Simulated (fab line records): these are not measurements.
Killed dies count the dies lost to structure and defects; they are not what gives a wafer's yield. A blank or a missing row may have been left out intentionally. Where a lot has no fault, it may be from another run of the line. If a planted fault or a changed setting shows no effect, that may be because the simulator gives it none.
Matching of chambers	flow sky130	SKY_CONTACT_CVD_00 on pecvd-04: 3 sister chambers
The step deposits Si3N4, target thk 75 nm. 3 wafers are shown with their chamber, then 7 later ones without.

== WAFERS WITH THEIR CHAMBER ==
wafer	chamber	heater_power_w (W)
L086.2	2	719
L091.3	1	736
L091.4	0	907

== WAFERS MISSING THEIR CHAMBER ==
wafer	heater_power_w (W)
L091.5	743
L093.3	721
L093.5	878
L093.6	729
L096.1	754
L096.3	672
L096.6	780

== CHAMBER TAKEN BY EACH ==
wafer	from the rows above	in truth
L091.5	can't be placed: 1 or 2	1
L093.3	can't be placed: 2 or 1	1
L093.5	0	0
L093.6	can't be placed: 1 or 2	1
L096.1	can't be placed: 1 or 2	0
L096.3	can't be placed: 2 or 1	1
L096.6	can't be placed: 1 or 2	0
Placed correctly: 1 of 7. Unplaceable from these rows: 6, with the true chamber sitting among the candidates in 4. Number placed wrongly: 0.
How it was worked out, from the rows above alone: a wafer's distance from a chamber is the root of the sum, over the readings, of the square of ((its reading less the chamber's mean) divided by the reading's scatter). If the next closest chamber is less than 2 further off than the closest, the wafer can't be placed; otherwise it belongs to the closest. A chamber's mean is the mean of its shown wafers. The scatter (one wafer shown for each chamber): square how far every hidden wafer sits from the nearest shown wafer, average those squares and take the square root.
